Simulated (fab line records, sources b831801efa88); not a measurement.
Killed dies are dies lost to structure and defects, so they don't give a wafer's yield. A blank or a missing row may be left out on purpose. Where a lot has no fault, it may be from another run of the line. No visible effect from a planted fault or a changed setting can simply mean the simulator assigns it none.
The tool behind it: which one? -- flow gf180mcu -- 12 lots with 36 wafers sampled at 5 steps, on a route of 602 steps

WHAT EACH GAUGE READ, for each wafer
GF_V5_THK_MEAS_03.
lot,measured,on,V5_CVD_02_THK (nm)
L428,day 27 08:22,film metro-01,1462 1474 1465
L429,day 27 15:05,film metro-02,1454 1464 1456
L431,day 28 03:19,film metro-04,1465 1440 1466
L432,day 28 11:50,film metro-04,1424 1441 1459
L435,day 29 10:25,film metro-01,1412 1436 1439
L436,day 29 16:25,film metro-02,1406 1425 1439
L438,day 30 15:07,film metro-04,1422 1434 1430
L439,day 30 16:05,film metro-04,1433 1455 1455
L444,day 31 23:57,film metro-02,1453 1547 1472 1454 1548 1472
L445,day 32 04:42,film metro-02,1418 1582 1436 1419 1581 1436
L446,day 32 10:14,film metro-04,1423 1419 1448
L448,day 32 21:19,film metro-02,1461 1451 1471

GF_V5_RS_MEAS_24: measurement is done with a four-point probe.
lot,measured,on,V5_W_RS (ohm/sq)
L428,day 28 06:38,film metro-04,0.324 0.323 0.329
L429,day 28 12:49,film metro-02,0.324 0.321 0.331
L431,day 28 23:49,film metro-02,0.328 0.325 0.325
L432,day 29 09:40,film metro-02,0.324 0.325 0.325
L435,day 30 06:53,film metro-04,0.327 0.327 0.330
L436,day 30 12:25,film metro-04,0.332 0.336 0.337
L438,day 31 10:30,film metro-04,0.333 0.331 0.329
L439,day 31 11:31,film metro-01,0.332 0.336 0.328
L444,day 32 18:47,film metro-02,0.332 0.329 0.332
L445,day 32 22:37,film metro-02,0.328 0.330 0.330
L446,day 33 04:16,film metro-04,0.330 0.333 0.332
L448,day 33 14:52,film metro-04,0.326 0.325 0.327

TOOL THAT RAN EACH LOT (tool first, then ch and the chambers of the sampled wafers, then the start)
lot,GF_V4_SPUTTER_22,GF_V5_CVD_02,GF_V5_ETCH_16
L428,"pvd sputter-03, day 25 12:01","pecvd-04 ch 0,1,2, day 27 08:17","rie diel-01 ch 1,2,3, day 28 05:20"
L429,"pvd sputter-01, day 25 20:04","pecvd-04 ch 0,1, day 27 14:58","rie diel-01 ch 0,2,3, day 28 11:48"
L431,"pvd sputter-03, day 26 08:56","pecvd-02 ch 1,2, day 28 03:11","rie diel-01 ch 0,1,2, day 28 22:51"
L432,"pvd sputter-01, day 26 16:52","pecvd-04 ch 0,1, day 28 11:43","rie diel-01 ch 2,3, day 29 07:17"
L435,"pvd sputter-02, day 27 17:25","pecvd-02 ch 0,2, day 29 10:17","rie diel-03 ch 1,3, day 30 05:57"
L436,"pvd sputter-02, day 27 23:27","pecvd-03 ch 0,1, day 29 16:18","rie diel-02 ch 0,1,2, day 30 11:23"
L438,"pvd sputter-02, day 28 23:37","pecvd-04 ch 0,1,2, day 30 15:01","rie diel-02 ch 0,1,3, day 31 09:35"
L439,"pvd sputter-03, day 29 00:59","pecvd-03 ch 0,1,2, day 30 15:58","rie diel-01 ch 0,1,3, day 31 10:35"
L444,"pvd sputter-03, day 30 10:22","pecvd-03 ch 0,1,2, day 31 23:50","rie diel-01 ch 1,2,3, day 32 17:47"
L445,"pvd sputter-03, day 30 15:58","pecvd-03 ch 0,1,2, day 32 04:35","rie diel-02 ch 0,2, day 32 21:41"
L446,"pvd sputter-02, day 30 22:18","pecvd-02 ch 0,2, day 32 10:07","rie diel-02 ch 0,1, day 33 03:20"
L448,"pvd sputter-03, day 31 09:11","pecvd-04 ch 0,1,2, day 32 21:13","rie diel-02 ch 1,2,3, day 33 13:53"
- GF_V4_SPUTTER_22: material TiN, target thk 10 nm, time 40 s.
- GF_V5_CVD_02: deposits SiO2 from TEOS, target thk 1450 nm, time 163.28 s.
- GF_V5_ETCH_16: etches BARC in N2/H2.

AS READ BY THE TOOLS THEMSELVES (means over the sampled wafers that have a number; for cases with no such wafer, the mark the record gives instead)
GF_V4_SPUTTER_22.
lot,tool,cathode dc power W (W),throttle valve pct (%)
L428,pvd sputter-03,4000.2,30.1
L429,pvd sputter-01,4000.5,29.9
L431,pvd sputter-03,4000.3,31.2
L432,pvd sputter-01,3999.9,31.1
L435,pvd sputter-02,4000.5,29.3
L436,pvd sputter-02,3999.8,30.2
L438,pvd sputter-02,4000.4,29.9
L439,pvd sputter-03,3999.5,31.3
L444,pvd sputter-03,4000.1,30.3
L445,pvd sputter-03,3999.8,30.2
L446,pvd sputter-02,3999.8,30.0
L448,pvd sputter-03,4000.3,30.8

GF_V5_CVD_02.
lot,tool,heater power w (W)
L428,pecvd-04,630
L429,pecvd-04,573
L431,pecvd-02,697
L432,pecvd-04,539
L435,pecvd-02,723
L436,pecvd-03,773
L438,pecvd-04,621
L439,pecvd-03,722
L444,pecvd-03,684
L445,pecvd-03,722
L446,pecvd-02,707
L448,pecvd-04,598

GF_V5_ETCH_16.
lot,tool,drypump motor current A (A),n2 flow sccm (sccm),oes product au (a.u.),throttle valve pct (%)
L428,rie diel-01,6.2,100.15,0.852,13.221
L429,rie diel-01,5.9,99.66,0.856,13.228
L431,rie diel-01,6.2,100.32,0.851,13.224
L432,rie diel-01,5.9,100.11,0.855,13.220
L435,rie diel-03,6.0,100.10,0.855,13.221
L436,rie diel-02,5.9,99.84,0.852,13.223
L438,rie diel-02,5.8,100.33,0.854,13.225
L439,rie diel-01,6.1,99.87,0.853,13.227
L444,rie diel-01,6.2,100.04,0.855,13.228
L445,rie diel-02,5.8,99.77,0.857,13.232
L446,rie diel-02,5.6,100.08,0.861,13.218
L448,rie diel-02,6.0,99.77,0.857,13.217

THE ANSWER, worked out from the rows above alone
Rule: the usual values come from the lots themselves. Put in order of their means at a reading, lots are off if they are a third of the lots or fewer, leave a main group of 4 or more, and stand apart from it by a gap of 3 or more times the standard deviation of the main group's means; of several such gaps the widest counts. A main group whose means are all the same, to the digits that the tables above print for the reading, isn't used. A lot without any number at a reading at which 4 lots or more have one is off too. All remaining lots with rows at the step are treated as sound. The gauges are gone through in route order, then the tools' own readings, and for those a lot's mean is taken as printed above. The first step at which some lot is off is used, and at that step the reading that is off furthest; a lot without a number counts as furthest.
Across all readings shown, no lot is off: no conclusion can be drawn from this.

WHAT THE SIMULATOR HAD INSERTED
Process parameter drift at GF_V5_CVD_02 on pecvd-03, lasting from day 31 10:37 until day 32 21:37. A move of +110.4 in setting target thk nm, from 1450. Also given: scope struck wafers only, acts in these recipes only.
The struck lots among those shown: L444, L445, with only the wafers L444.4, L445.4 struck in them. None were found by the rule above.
